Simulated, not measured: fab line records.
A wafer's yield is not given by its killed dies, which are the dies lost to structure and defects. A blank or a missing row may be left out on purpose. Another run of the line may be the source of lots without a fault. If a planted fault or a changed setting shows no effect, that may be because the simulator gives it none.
Which tool was responsible? / flow sky130 / 13 lots with 39 wafers sampled at 3 steps, on a route of 708 steps

## WHAT EACH GAUGE READ, for each wafer
SKY_GATE_OXIDE_OVL_MEAS_10.
lot=L288; measured=day 14 05:03; on=overlay-02; GATE_OXIDE_OVL (nm)=-1.1 -0.3 -1.5
lot=L289; measured=day 14 05:35; on=overlay-02; GATE_OXIDE_OVL (nm)=-1.2 -1.3 -1.1
lot=L290; measured=day 14 06:51; on=overlay-02; GATE_OXIDE_OVL (nm)=-0.3 -1.1 -1.1
lot=L293; measured=day 15 12:22; on=overlay-02; GATE_OXIDE_OVL (nm)=-3.1 -2.2 -3.3
lot=L294; measured=day 16 21:42; on=overlay-01; GATE_OXIDE_OVL (nm)=-1.9 0.4 -3.7
lot=L295; measured=day 16 22:48; on=overlay-01; GATE_OXIDE_OVL (nm)=0.5 0.0 -0.6
lot=L297; measured=day 17 17:05; on=overlay-02; GATE_OXIDE_OVL (nm)=2.9 0.5 0.0
lot=L296; measured=day 17 21:05; on=overlay-02; GATE_OXIDE_OVL (nm)=-0.8 1.2 2.2
lot=L299; measured=day 18 01:51; on=overlay-02; GATE_OXIDE_OVL (nm)=-0.5 -0.2 0.1
lot=L306; measured=day 20 07:50; on=overlay-02; GATE_OXIDE_OVL (nm)=-1.6 -0.5 -0.2
lot=L307; measured=day 20 09:46; on=overlay-01; GATE_OXIDE_OVL (nm)=-0.6 0.0 -0.7
lot=L310; measured=day 21 16:50; on=overlay-02; GATE_OXIDE_OVL (nm)=1.5 -0.3 0.3
lot=L311; measured=day 21 16:52; on=overlay-01; GATE_OXIDE_OVL (nm)=0.0 -0.3 0.4

SKY_POLY_GATE_OVL_MEAS_14.
lot=L288; measured=day 16 20:35; on=overlay-01; POLY_GATE_OVL (nm)=2 3 0
lot=L289; measured=day 16 20:41; on=overlay-02; POLY_GATE_OVL (nm)=-3 -1 -1
lot=L290; measured=day 16 20:56; on=overlay-01; POLY_GATE_OVL (nm)=4 -4 -4
lot=L293; measured=day 18 03:11; on=overlay-01; POLY_GATE_OVL (nm)=1 -6 -2
lot=L294; measured=day 19 17:40; on=overlay-02; POLY_GATE_OVL (nm)=0 2 -4
lot=L295; measured=day 19 17:47; on=overlay-01; POLY_GATE_OVL (nm)=2 3 -2
lot=L297; measured=day 20 14:56; on=overlay-01; POLY_GATE_OVL (nm)=-3 -14 -3
lot=L296; measured=day 20 18:09; on=overlay-01; POLY_GATE_OVL (nm)=5 5 12
lot=L299; measured=day 20 20:56; on=overlay-02; POLY_GATE_OVL (nm)=-6 -7 -1
lot=L306; measured=day 23 03:48; on=overlay-01; POLY_GATE_OVL (nm)=2 1 5
lot=L307; measured=day 23 05:22; on=overlay-02; POLY_GATE_OVL (nm)=-2 2 2
lot=L310; measured=day 24 10:38; on=overlay-01; POLY_GATE_OVL (nm)=-1 -9 -4
lot=L311; measured=day 24 11:46; on=overlay-02; POLY_GATE_OVL (nm)=-6 4 -3

SKY_POLY_GATE_CD_MEAS_22.
lot=L288; measured=day 17 00:26; on=cd_sem-01; cd_nm (nm)=152.3 152.0 147.6
lot=L289; measured=day 17 00:04; on=cd_sem-01; cd_nm (nm)=145.9 146.8 150.2
lot=L290; measured=day 17 00:17; on=cd_sem-01; cd_nm (nm)=147.8 149.7 148.5
lot=L293; measured=day 18 06:22; on=cd_sem-01; cd_nm (nm)=151.0 152.6 152.3
lot=L294; measured=day 19 20:05; on=cd_sem-01; cd_nm (nm)=147.2 148.0 146.9
lot=L295; measured=day 19 20:05; on=cd_sem-02; cd_nm (nm)=148.1 151.1 150.5
lot=L297; measured=day 20 16:40; on=cd_sem-02; cd_nm (nm)=143.4 144.1 144.4
lot=L296; measured=day 20 19:56; on=cd_sem-02; cd_nm (nm)=146.8 150.2 146.4
lot=L299; measured=day 20 22:41; on=cd_sem-01; cd_nm (nm)=147.5 145.9 148.8
lot=L306; measured=day 23 05:35; on=cd_sem-02; cd_nm (nm)=146.0 143.7 147.7
lot=L307; measured=day 23 07:08; on=cd_sem-01; cd_nm (nm)=147.4 149.5 147.7
lot=L310; measured=day 24 12:25; on=cd_sem-02; cd_nm (nm)=148.0 149.1 149.4
lot=L311; measured=day 24 13:37; on=cd_sem-01; cd_nm (nm)=147.1 143.5 147.1

## WHICH TOOL RAN EACH LOT (tool, then ch and the chambers of the sampled wafers, then the start)
No process step before these readings appears in the record.

## WHAT THE TOOLS THEMSELVES READ (means of the sampled wafers that have a number; where no wafer has one, the mark that the record gives instead)
The record holds no such reading with a usual standard deviation.

## THE ANSWER, worked out from the rows above alone
Rule: what is usual is taken from the lots themselves. Put in order of their means at a reading, lots are off if they are a third of the lots or fewer, leave a main group of 4 or more, and stand apart from it by a gap of 3 or more times the standard deviation of the main group's means; of several such gaps the widest counts. A main group is skipped when, at the precision printed for the reading in the tables above, its means are all equal. A lot without any number at a reading at which 4 lots or more have one is off too. Where the step has rows for the other lots, those lots are counted as sound. The gauges are gone through in route order, then the tools' own readings, and for those a lot's mean is taken as printed above. At the first step where some lot is off, the reading lying furthest off is the one used; lots without a number count as furthest.
No lot is off on any of the readings shown, so nothing can be concluded from this.

## WHAT THE SIMULATOR HAD INSERTED
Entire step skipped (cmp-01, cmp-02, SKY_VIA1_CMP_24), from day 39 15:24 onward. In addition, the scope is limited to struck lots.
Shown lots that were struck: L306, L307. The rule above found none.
